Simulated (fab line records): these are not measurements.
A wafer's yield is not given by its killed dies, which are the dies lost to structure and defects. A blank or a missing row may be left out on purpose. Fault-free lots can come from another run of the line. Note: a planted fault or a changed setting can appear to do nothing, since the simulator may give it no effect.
Which of the tools did it?    flow sky130    12 lots (36 wafers sampled), 1 step of a 708-step route

WHAT THE GAUGES SHOWED, per wafer
SKY_CONTACT_THK_MEAS_03.
lot   measured      on            CONTACT_HDPCVD_THK (nm)
L075  day 30 18:30  filmMetro-02  596 593 582
L077  day 31 12:52  filmMetro-03  597 606 596
L079  day 31 22:49  filmMetro-02  577 578 591
L082  day 33 00:16  filmMetro-02  594 589 588
L083  day 33 16:47  filmMetro-03  595 597 585
L084  day 34 00:39  filmMetro-02  587 602 590
L087  day 34 22:17  filmMetro-03  596 597 600
L089  day 35 05:37  filmMetro-03  583 588 592
L091  day 35 23:07  filmMetro-03  587 586 590
L093  day 37 00:24  filmMetro-02  583 603 584
L095  day 37 05:43  filmMetro-02  583 590 586
L097  day 38 03:44  filmMetro-02  592 589 600

WHAT TOOL EACH LOT RAN ON (gives the tool, then ch and the chambers of the sampled wafers, and finally the start)
No process step before these readings appears in the record.

THE ANSWER, worked out from the rows above alone
Rule: what is usual is taken from the lots themselves. The widest of any qualifying gaps counts: lots, ordered by their means at a reading, are off when they make up no more than a third of the lots, leave a main group of 4 or more, and stand apart from it by 3 or more times the standard deviation of that group's means. If all means in a main group match to the digits the tables above print for the reading, that group is not used. A lot without any number at a reading at which 4 lots or more have one is off too. Where the step has rows for the other lots, those lots are counted as sound.
None of the lots is off at any reading shown; this tells nothing.

WHAT HAD BEEN PUT IN BY THE SIMULATOR
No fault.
